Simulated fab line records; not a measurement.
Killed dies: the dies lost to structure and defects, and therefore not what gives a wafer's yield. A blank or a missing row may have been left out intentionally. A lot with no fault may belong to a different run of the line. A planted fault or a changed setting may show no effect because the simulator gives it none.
Comparing a struck lot with a sound one    flow sky130    15 steps out of a route of 708
Sound: these wafers, L722.2, L722.4, L722.6. Struck: wafers L738.1, L738.4, L738.6. At the end, the cause is stated.
Each step with rows lists, per side, the tool, then ch with its chambers, then its first start. Under that, the readings that differ: sound wafers    struck wafers    difference of the means    sigmas: that difference in standard deviations of wafers without a fault.
alike: readings whose means differ by less than 2 such deviations, and words and numbers that are the same on both sides. not compared: withheld readings, readings that some wafer has no value for, bounds like >300 that may hide the same value, and numbers for which the record gives no deviation and whose values overlap.
Wherever a step has rows on one side only, a row that says differs or no value, or a row with sigmas, the two part there. Numbers that don't overlap but have no deviation are shown without sigmas and don't part them. A reading missing from all wafers of one side parts the sides only when that side holds two or more wafers.

first, 9 steps without rows for these wafers: SKY_CAP2M_CLEAN_17 (cleans in O3/DIW); SKY_METAL4_DEHYDRATE_05 (time 60 s); SKY_METAL4_HMDS_06 (prime time 60 s); SKY_METAL4_COAT_07 (resist thk 60 nm); SKY_METAL4_COAT_08 (resist thk 1140 nm); SKY_METAL4_SOFTBAKE_09 (time 90 s); SKY_METAL4_EXPOSE_10 (exposes mask MM4, target cd 300 nm); SKY_METAL4_PEB_11; SKY_METAL4_DEVELOP_12 (develop time 60 s).
SKY_METAL4_CD_MEAS_13 targets a cd of 300 nm.
  sound on cd sem-02, day 41 16:47; struck on cd sem-02, day 45 23:01
  alike: cd nm
SKY_METAL4_OVL_MEAS_14:
  sound on overlay-01, day 41 16:53; struck on overlay-01, day 45 23:08
  alike: METAL4_OVL
SKY_METAL4_DESCUM_15: chemistry O2, time 8 s.
  sound on rie metal-01 ch 0,1, day 41 16:55; struck on rie metal-01 ch 0, day 45 23:11
  alike: chamber pressure mTorr, drypump motor current A, oes product au, temp c
  not compared: rf hours counter h
SKY_METAL4_ETCH_16: etches BARC in N2/H2, stops on SiO2, time 88.2 s, target depth 60 nm.
  sound on rie metal-01 ch 0,1, day 41 16:57; struck on rie metal-01 ch 0, day 45 23:14
reading                                        sound              struck             difference  sigmas
n2 flow sccm (sccm)                            100.2 99.5 99.9    100.5 100.6 100.5  +0.7        +2
oes product au (a.u.)                          0.623 0.632 0.624  0.729 0.735 0.739  +0.108      +23
run length s (s)                               117.7 116.4 117.1  100.4 100.7 100.6  -16.5       -40
model.KrF-thick_of_METAL4_COAT_08.thk nm (nm)  1086 1081 1083     1088 1087 1088     +4          
  alike: chamber pressure mTorr, drypump motor current A, throttle valve pct
  not compared: rf hours counter h
SKY_METAL4_ETCH_17: etches SiO2 in C4F8/O2/Ar, stops on TiN, time 3.9 s, target depth 15 nm.
  sound on rie diel-03 ch 0,2, day 41 17:03; struck on rie diel-04 ch 1,2, day 45 23:26
  alike: chamber pressure mTorr, oes product au
  not compared: rf hours counter h
-- the record jumps here: 3 days lie between the struck wafers' starts before and after (it left off in module METAL4 and takes up again in module PAD_OPEN, whose first step shown is number 708 of the route) --
SKY_PAD_OPEN_PROBE_99:
  sound on prober-02, day 45 17:15; struck on prober-01, day 49 09:53
  alike: defect limited yield, killed_at_M0_to_M3, killed_at_M4_up, killed at contacts, killed at front end, killed at other, killed dies, killed open, killed short, sort_bin_3_pad_short, sort_bin_5_function, sort_bin_6_memory, sort n pass, sort yield pct

## WHERE THEY PART
At SKY_METAL4_ETCH_16 and nowhere else, as far as this record goes. Later steps at which nothing parts them and some readings are alike: SKY_METAL4_ETCH_17, SKY_PAD_OPEN_PROBE_99.

WHY: the cause the simulator had injected
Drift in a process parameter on rie metal-01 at SKY_METAL4_ETCH_16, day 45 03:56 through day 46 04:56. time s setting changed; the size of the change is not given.
